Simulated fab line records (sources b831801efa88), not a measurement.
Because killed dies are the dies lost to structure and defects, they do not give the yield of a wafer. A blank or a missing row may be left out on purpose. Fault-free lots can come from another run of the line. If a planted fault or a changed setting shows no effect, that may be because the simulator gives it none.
fab line records	flow sky130
[record] lots = 5	wafers = 15	last_day = 51
route steps=708 shown FIELD_ISO@16 PAD_OPEN@708
lots that met no fault: from a run of the same line without faults
start_h: hours from the record's first day to the start of the lot's first wafer shown	wait_h: hours from the lot's prior step to this one	" unchanged from the row above	L1.1+2: a row that stands for several wafers	- either no value or no given start	* or withheld: withheld	< > ~ a bound
route shown NAME@n: names a module that has steps shown in the file, with the first one's number in the route	usual: the fault-free wafers' mean and standard deviation	same: alike in all rows	chamber/n: place in a boat	sites: the reading at each site	_std_site: standard deviation across them	_edge_site: mean of outer sites minus mean of inner sites	radius_mm: for every site, how far away it sits from the centre of the wafer	mask NAME#n: copy n	behind: the tool/chamber that last shaped the wafer	hold: why the lot went on hold/how many hours it stayed there/how the hold came to an end	device: the transistor (n, p or np) that didn't switch	end of line: tests of these same wafers at the route's end	a step with no rows: only its recipe	killed: not the wafer's yield, but the dies lost to structure and defects at the first sort	map: a wafer's dies, marking killed ones x, the rest . and places with no die _
set.NAME: the run value of the setting; set.NAME@STEP: its run value at that earlier step	model.NAME: the simulator's own value behind a step, which no gauge read
lots at selected steps of the route; one table per step, one row per wafer
services: when a tool's chamber went out of use (start_h, in hours from the record's first day, below 0 if earlier), for how many hours, and the reason
[[steps]]
[step SKY_FIELD_ISO_ETCH_15]
[recipe] chemistry = CHF3/O2	target_depth_nm = 180	stop_on = Si	source_w = 600	bias_w = 200	pressure_mtorr = 40	chf3_flow_sccm = 50	O2_flow_sccm = 5	time_s = 72
[usual] chamber_pressure_mTorr = 39.99/0.039	drypump_motor_current_A = 5.8/0.43	oes_product_au = 0.942/0.0071	rf_fwd_power_W = 595.2/2.1	throttle_valve_pct = 8.843/0.0087
lot.wafer	tool	chamber	start_h	wait_h	chamber_pressure_mTorr	drypump_motor_current_A	oes_product_au	rf_fwd_power_W	rf_hours_counter_h	throttle_valve_pct
L154.2	rie_diel-01	0	29.72	0.0	39.98	6.2	0.953	597.0	39	8.863
L154.3	"	1	"	"	39.92	5.6	0.945	597.3	108	8.842
L154.6	"	3	"	"	40.03	5.7	0.949	594.1	-	8.845
L161.2	rie_diel-02	0	70.32	0.0	40.01	5.7	0.925	594.8	4	8.842
L161.3	"	3	"	"	39.96	5.6	0.934	591.6	99	8.850
L161.6	"	3	"	"	40.03	5.6	0.933	592.1	-	8.840
L169.1	rie_diel-04	0	106.11	0.0	39.96	5.5	0.949	593.2	25	8.845
L169.5	"	3	"	"	40.02	5.6	0.943	594.7	-	8.842
L169.6	"	2	"	"	40.08	5.5	0.939	597.2	-	8.838
L171.1	rie_diel-02	1	119.32	0.0	40.02	6.6	0.944	594.6	28	8.837
L171.2	"	2	"	"	40.03	6.8	0.940	595.3	76	8.831
L171.4	"	0	"	"	40.01	5.7	0.938	597.8	5	8.843
L176.1	rie_diel-04	0	143.51	0.0	40.02	5.5	0.949	590.0	26	8.865
L176.3	"	2	"	"	40.01	5.5	0.944	593.4	118	8.845
L176.4	"	3	"	"	39.99	5.6	0.952	597.1	4	8.844
[step SKY_FIELD_ISO_STRIP_16]
[recipe] chemistry = O2/N2	power_w = 1419	pressure_mtorr = 1500	platen_temp_c = withheld	o2_flow_sccm = 3000	n2_flow_sccm = 300	overash_fraction = 0.5
[usual] chamber_pressure_mTorr = 1499.8/1.4	drypump_motor_current_A = 5.6/0.34	oes_product_au = 0.377/0.0043	strip_time_to_endpoint_s = 3.49/0.035
lot.wafer	tool	chamber	start_h	wait_h	chamber_pressure_mTorr	drypump_motor_current_A	oes_product_au	rf_hours_counter_h	strip_time_to_endpoint_s
L154.2	plasma_asher-04	0	29.77	0.0	1499.3	6.2	0.376	34	3.44
L154.3	"	1	"	"	1501.2	5.6	0.379	-	3.50
L154.6	"	1	"	"	1498.9	5.7	0.376	-	3.45
L161.2	plasma_asher-01	1	70.37	0.0	1498.7	5.7	0.380	37	3.51
L161.3	"	1	"	"	1499.8	5.7	0.383	-	3.50
L161.6	"	0	"	"	1499.2	5.0	0.386	-	3.49
L169.1	plasma_asher-04	0	106.17	0.0	1499.2	6.2	0.384	41	3.51
L169.5	"	0	"	"	1501.6	6.1	0.377	-	3.50
L169.6	"	1	"	"	1501.8	5.7	0.370	-	3.50
L171.1	plasma_asher-03	0	119.37	0.0	1499.8	5.7	0.386	29	3.54
L171.2	"	1	"	"	1499.0	5.6	0.378	29	3.46
L171.4	"	1	"	"	1500.5	5.6	0.377	-	3.52
L176.1	plasma_asher-04	0	143.57	0.0	1501.0	6.1	0.375	45	3.54
L176.3	"	1	"	"	1499.3	5.7	0.376	-	3.47
L176.4	"	0	"	"	1499.7	6.1	0.380	-	3.48
[step SKY_FIELD_ISO_ETCH_17]
[recipe] target_depth_a = 3420	mask_material = Si3N4	chemistry = HBr/Cl2/O2	target = Si	taper_deg = 5	icp_w = 600	bias_w = 150	pressure_mtorr = 15	HBr_flow_sccm = 150	Cl2_flow_sccm = 40	O2_flow_sccm = 6	time_s = 97.7
[usual] HBr_flow_sccm = 150.1/0.42	chamber_pressure_mTorr = 14.999/0.012	drypump_motor_current_A = 5.6/0.5	oes_product_au = 1.001/0.0092	rf_fwd_power_W = 596.5/2	throttle_valve_pct = 25.656/0.01
lot.wafer	tool	chamber	start_h	wait_h	HBr_flow_sccm	chamber_pressure_mTorr	drypump_motor_current_A	oes_product_au	rf_fwd_power_W	rf_hours_counter_h	throttle_valve_pct
L154.2	rie_si-02	2	29.87	0.1	150.1	15.009	4.9	0.986	598.9	55	25.656
L154.3	"	0	"	"	150.2	15.002	6.3	0.978	598.7	103	25.681
L154.6	"	1	"	"	150.4	15.001	6.1	0.996	593.5	-	25.672
L161.2	rie_si-01	1	70.47	0.1	150.4	14.968	5.8	1.001	594.4	20	25.667
L161.3	"	2	"	"	149.4	15.002	5.9	1.004	596.1	3	25.656
L161.6	"	1	"	"	149.5	15.000	5.8	0.999	591.2	-	25.643
L169.1	rie_si-01	2	106.27	0.1	150.0	15.005	5.9	1.000	594.1	4	25.664
L169.5	"	3	"	"	149.9	14.985	5.7	1.000	594.1	-	25.652
L169.6	"	0	"	"	150.1	14.993	5.4	0.999	599.4	-	25.662
L171.1	rie_si-02	3	119.47	0.1	150.5	15.016	5.0	1.017	595.7	130	25.641
L171.2	"	1	"	"	150.0	14.982	6.1	0.996	596.1	31	25.656
L171.4	"	0	"	"	150.0	14.991	6.3	0.988	594.9	104	25.681
L176.1	rie_si-02	2	143.67	0.1	150.1	14.985	5.0	1.005	596.6	56	25.654
L176.3	"	3	"	"	150.9	14.992	5.0	1.011	596.3	130	25.632
L176.4	"	1	"	"	149.7	14.995	6.1	1.007	600.1	31	25.663
[step SKY_FIELD_ISO_WET_ETCH_18]
[recipe] chemistry = H3PO4	target_depth_nm = 25	temp_c = 160	target = Si3N4	time_s = 286
[step SKY_FIELD_ISO_CLEAN_19]
[recipe] chemistry = SC1/SC2	mix = 1:4:20	temp_c = 70	time_s = 150
[step SKY_FIELD_ISO_CLEAN_20]
[recipe] chemistry = dHF	time_s = 19.36	dilution = 100:1
[step SKY_FIELD_ISO_WET_ETCH_21]
[recipe] chemistry = dHF	dilution = 100:1	target_depth_nm = 20	dry = ipa_marangoni	target = SiO2	temp_c = 25	time_s = 400
[step SKY_FIELD_ISO_OXIDATION_22]
[recipe] temp_c = 950	ambient = O2	stabilise_s = 600	purge_s = 300	target_thk_a = 100	ox_time_s = 623
[step SKY_FIELD_ISO_THK_MEAS_23]
[recipe] reads = SiO2_of_FIELD_ISO_OXIDATION_22
[usual] FIELD_ISO_OXIDATION_01_THK = 9.93/0.22
lot.wafer	tool	chamber	start_h	wait_h	FIELD_ISO_OXIDATION_01_THK[nm]
L154.2	film_metro-03	-	35.35	0.0	9.86
L154.3	"	-	"	"	9.84
L154.6	"	-	"	"	9.80
L161.2	film_metro-02	-	72.61	0.0	10.06
L161.3	"	-	"	"	10.02
L161.6	"	-	"	"	9.97
L169.1	film_metro-03	-	109.23	0.0	9.95
L169.5	"	-	"	"	9.88
L169.6	"	-	"	"	9.72
L171.1	film_metro-02	-	120.99	0.0	9.62
L171.2	"	-	"	"	9.65
L171.4	"	-	"	"	9.63
L176.1	film_metro-01	-	149.02	0.0	10.07
L176.3	"	-	"	"	10.07
L176.4	"	-	"	"	10.20
[step SKY_FIELD_ISO_CVD_24]
[recipe] material = SiO2	target_thk_nm = 595	temp_c = 650	sigma_open_frac = 0.3	time_s = 99.2	sih4_flow_sccm = 60	pressure_mtorr = 6
[step SKY_FIELD_ISO_THK_MEAS_25]
[recipe] reads = SiO2_of_FIELD_ISO_CVD_24
[usual] FIELD_ISO_CVD_24_THK = 597/5.7
lot.wafer	tool	chamber	start_h	wait_h	FIELD_ISO_CVD_24_THK[nm]
L154.2	film_metro-02	-	35.48	0.0	600
L154.3	"	-	"	"	600
L154.6	"	-	"	"	606
L161.2	film_metro-03	-	72.74	0.0	595
L161.3	"	-	"	"	597
L161.6	"	-	"	"	591
L169.1	film_metro-01	-	109.36	0.0	606
L169.5	"	-	"	"	602
L169.6	"	-	"	"	605
L171.1	film_metro-01	-	121.12	0.0	598
L171.2	"	-	"	"	600
L171.4	"	-	"	"	602
L176.1	film_metro-03	-	149.15	0.0	595
L176.3	"	-	"	"	601
L176.4	"	-	"	"	597
[step SKY_FIELD_ISO_ANNEAL_26]
[recipe] temp_c = 1000	time_s = 1800	ambient = N2
[step SKY_FIELD_ISO_CMP_27]
[recipe] stop_on = Si3N4	t_overpolish_s = 16	down_force_psi = 4	platen_rpm = 60	target_thk_nm = 457.8	pad_velocity_m_s = 0.94248
[usual] motor_current_A = 12.3/1.3	overpolish_run_s = 16.001/0.0083	slurry_flow_ml_min = 150.1/0.53	t_overpolish_s = 16/0	time_to_endpoint_s = 114/4.2
lot.wafer	tool	chamber	start_h	wait_h	motor_current_A	overpolish_run_s	slurry_flow_ml_min	t_overpolish_s	time_to_endpoint_s
L154.3	cmp-02	3	42.06	0.0	10.8	15.995	149.7	16	113
L154.2	"	1	"	"	13.1	16.008	150.4	16	118
L154.6	"	0	"	"	12.6	16.001	150.4	16	123
L161.3	cmp-02	3	74.34	0.1	10.7	15.999	149.6	16	114
L161.2	"	1	"	"	13.1	16.010	149.5	16	115
L161.6	"	3	"	"	11.2	16.000	150.8	16	112
L169.1	cmp-02	1	111.07	0.1	14.3	16.004	149.6	16	115
L169.6	"	2	"	"	11.9	11.696	150.1	11.688	112
L169.5	"	3	"	"	11.5	15.989	149.8	16	112
L171.2	cmp-01	2	122.68	0.0	11.1	16.013	149.8	16	118
L171.4	"	3	"	"	10.8	16.032	149.6	16	113
L171.1	"	0	"	"	13.2	16.007	150.1	16	113
L176.4	cmp-01	1	152.03	0.0	14.2	16.015	150.2	16	109
L176.3	"	3	"	"	11.6	15.990	150.1	16	110
L176.1	"	0	"	"	14.3	16.008	149.5	16	115
[step SKY_FIELD_ISO_WET_ETCH_28]
[recipe] chemistry = dHF	target_depth_nm = 23.7	target = SiO2	dilution = 10:1	temp_c = 25	time_s = 47
[step SKY_PAD_OPEN_PROBE_99]
[usual] killed_at_M0_to_M3 = 43/7.5	killed_at_M4_up = 3.2/1.9	killed_at_contacts = 24/5.6	killed_at_front_end = 15/4.8	killed_at_other = 0.2/0.54	killed_dies = 86/11	killed_open = 47/7.6	killed_short = 39/7.1
[same] gross_dies = 492	killed_at_back_side = 0
lot.wafer	tool	chamber	start_h	wait_h	killed_at_M0_to_M3	killed_at_M4_up	killed_at_contacts	killed_at_front_end	killed_at_other	killed_dies	killed_open	killed_short
L154.2	prober-01	-	1108.43	0.1	33	6	14	7	3	63	29	34
L154.3	prober-01	-	1108.48	0.2	43	4	21	13	1	82	48	34
L154.6	prober-01	-	1108.63	0.2	39	3	21	7	1	71	38	33
L161.2	prober-01	-	1144.53	0.1	30	2	33	14	0	79	40	39
L161.3	prober-01	-	1144.58	0.2	37	4	21	23	0	85	50	35
L161.6	prober-01	-	1144.73	0.2	42	6	30	22	0	100	49	51
L169.1	prober-01	-	1180.75	0.1	51	1	22	11	0	85	45	40
L169.5	prober-01	-	1180.95	0.2	63	3	32	13	0	111	64	47
L169.6	prober-01	-	1181.00	0.2	60	2	26	10	0	98	48	50
L171.1	prober-01	-	1190.81	0.1	52	5	28	6	0	91	49	42
L171.2	prober-01	-	1190.86	0.1	51	9	23	18	0	101	55	46
L171.4	prober-01	-	1190.96	0.2	42	3	23	9	0	77	42	35
L176.1	prober-02	-	1215.01	0.1	42	0	31	20	0	93	44	49
L176.3	prober-02	-	1215.11	0.2	41	1	18	13	0	73	40	33
L176.4	prober-02	-	1215.16	0.2	39	6	22	19	0	86	49	37
// killed by level:class
L154.2 VIA1:geometric_particle:open=9 METAL1:geometric_particle:short=6 LI_CONTACT:geometric_particle:open=4 CONTACT:geometric_particle:short=4 METAL2:geometric_particle:short=4 METAL4:geometric_particle:short=4 METAL3:geometric_particle:short=4 CONTACT:geometric_particle:open=3
L154.3 VIA1:geometric_particle:open=11 CONTACT:geometric_particle:open=10 VIA3:geometric_particle:open=7 VIA2:geometric_particle:open=6 CONTACT:geometric_particle:short=5 METAL3:geometric_particle:short=5 FIELD_ISO:geometric_particle:open=4 POLY_GATE:geometric_particle:open=4
L154.6 VIA1:geometric_particle:open=16 LI_CONTACT:geometric_particle:open=7 CONTACT:geometric_particle:open=7 METAL2:geometric_particle:short=6 VIA2:geometric_particle:open=5 VIA1:geometric_particle:short=5 LOCAL_INTERCONNECT:geometric_particle:short=4 CONTACT:geometric_particle:short=3
L161.2 CONTACT:geometric_particle:open=15 METAL1:geometric_particle:short=6 FIELD_ISO:geometric_particle:short=5 VIA3:geometric_particle:open=5 VIA1:geometric_particle:open=5 POLY_GATE:geometric_particle:short=4 LI_CONTACT:geometric_particle:short=4 LI_CONTACT:geometric_particle:open=4
L161.3 FIELD_ISO:geometric_particle:short=8 CONTACT:geometric_particle:open=7 VIA1:geometric_particle:open=7 VIA2:geometric_particle:open=7 VIA3:geometric_particle:open=7 CONTACT:geometric_particle:short=6 POLY_GATE:geometric_particle:open=6 FIELD_ISO:geometric_particle:open=4
L161.6 LOCAL_INTERCONNECT:geometric_particle:short=9 CONTACT:geometric_particle:open=9 VIA1:geometric_particle:open=9 POLY_GATE:geometric_particle:short=7 VIA1:geometric_particle:short=7 VIA3:geometric_particle:open=6 POLY_GATE:geometric_particle:open=5 LI_CONTACT:geometric_particle:open=5
L169.1 VIA1:geometric_particle:open=12 METAL1:geometric_particle:short=9 LOCAL_INTERCONNECT:geometric_particle:short=6 CONTACT:geometric_particle:open=6 LI_CONTACT:geometric_particle:open=6 VIA2:geometric_particle:open=6 VIA3:geometric_particle:short=6 VIA2:geometric_particle:short=4
L169.5 CONTACT:geometric_particle:open=14 VIA1:geometric_particle:open=13 VIA2:geometric_particle:open=10 VIA3:geometric_particle:open=9 METAL1:geometric_particle:short=7 LI_CONTACT:geometric_particle:open=7 METAL2:geometric_particle:short=5 VIA3:geometric_particle:short=5
L169.6 VIA1:geometric_particle:open=12 LI_CONTACT:geometric_particle:open=8 VIA2:geometric_particle:short=8 METAL2:geometric_particle:short=8 METAL1:geometric_particle:short=7 LOCAL_INTERCONNECT:geometric_particle:short=6 VIA3:geometric_particle:open=6 FIELD_ISO:geometric_particle:open=5
L171.1 VIA1:geometric_particle:open=15 CONTACT:geometric_particle:open=11 VIA2:geometric_particle:open=9 METAL1:geometric_particle:short=7 VIA1:geometric_particle:short=7 CONTACT:geometric_particle:short=5 LI_CONTACT:geometric_particle:short=4 LI_CONTACT:geometric_particle:open=4
L171.2 VIA1:geometric_particle:open=12 VIA3:geometric_particle:open=9 CONTACT:geometric_particle:open=8 VIA1:geometric_particle:short=7 METAL4:geometric_particle:short=6 METAL1:geometric_particle:short=5 POLY_GATE:geometric_particle:open=5 POLY_GATE:geometric_particle:short=4
L171.4 CONTACT:geometric_particle:open=9 LI_CONTACT:geometric_particle:open=7 METAL1:geometric_particle:short=7 VIA1:geometric_particle:open=7 METAL2:geometric_particle:short=7 VIA3:geometric_particle:open=7 FIELD_ISO:geometric_particle:short=5 VIA1:geometric_particle:short=5
L176.1 CONTACT:geometric_particle:short=9 VIA2:geometric_particle:open=8 POLY_GATE:geometric_particle:short=7 LI_CONTACT:geometric_particle:open=7 VIA1:geometric_particle:open=6 POLY_GATE:geometric_particle:open=5 LI_CONTACT:geometric_particle:short=5 CONTACT:geometric_particle:open=5
L176.3 VIA1:geometric_particle:open=9 VIA3:geometric_particle:open=8 CONTACT:geometric_particle:open=6 METAL2:geometric_particle:short=5 FIELD_ISO:geometric_particle:short=4 LI_CONTACT:geometric_particle:short=4 CONTACT:geometric_particle:short=4 VIA2:geometric_particle:open=4
L176.4 CONTACT:geometric_particle:open=13 VIA1:geometric_particle:open=8 METAL2:geometric_particle:short=6 FIELD_ISO:geometric_particle:short=4 POLY_GATE:geometric_particle:open=4 POLY_GATE:geometric_particle:short=4 CONTACT:geometric_particle:short=4 VIA2:geometric_particle:short=4
[[services]]
tool	chamber	start_h	hours	kind
rie_diel-02	-	17.64	14.6	pm
plasma_asher-01	-	47.06	0.3	repair
cmp-02	-	54.21	5.4	pm
cmp-01	-	64.00	4.0	pm
plasma_asher-03	-	66.24	0.5	repair
cmp-01	-	68.00	-	consumable_replace:conditioner
cmp-01	-	68.00	-	consumable_replace:pad
rie_si-01	0	69.36	-	clean
rie_si-01	0	69.36	18.7	scheduled_down
rie_si-01	0	69.36	18.7	vent_cycle
rie_diel-02	3	74.78	3.2	repair
rie_si-01	3	78.85	3.5	repair
rie_diel-01	0	87.94	51.5	repair
plasma_asher-03	-	89.54	1.5	repair
rie_si-01	2	92.46	11.7	repair
rie_diel-04	3	114.64	26.2	repair
rie_si-01	0	125.10	7.4	repair
rie_si-01	2	134.26	5.1	repair
plasma_asher-04	-	139.27	1.2	repair
cmp-02	-	140.93	7.7	repair
[[key]]
[first_sign] step = SKY_FIELD_ISO_CMP_27	reading = t_overpolish_s	direction = down	sigmas = 99+	usual = 16	struck = 11.688
[effect] step = SKY_FIELD_ISO_CMP_27	reading = overpolish_run_s	direction = down	sigmas = 99+	usual = 16.001	struck = 11.696
met_at SKY_FIELD_ISO_CMP_27
struck_wafers L169.6
tester_left_out L169
[fault] kind = process_parameter_drift	tool = cmp-02	chamber = 2	onset_h = 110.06	steps = SKY_FIELD_ISO_CMP_27	channel = t_overpolish_s	offset = -4.3121	shape = step	end_h = 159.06	acts_in = these_recipes_only	stated = 16
// tester_left_out: of these lots the tester's yield and bins aren't shown, on N5 and GAA mostly nor the transistor test; their killed dies are dies lost to structure and defects alone, not to doping, threshold or leakage, so they don't give the yield
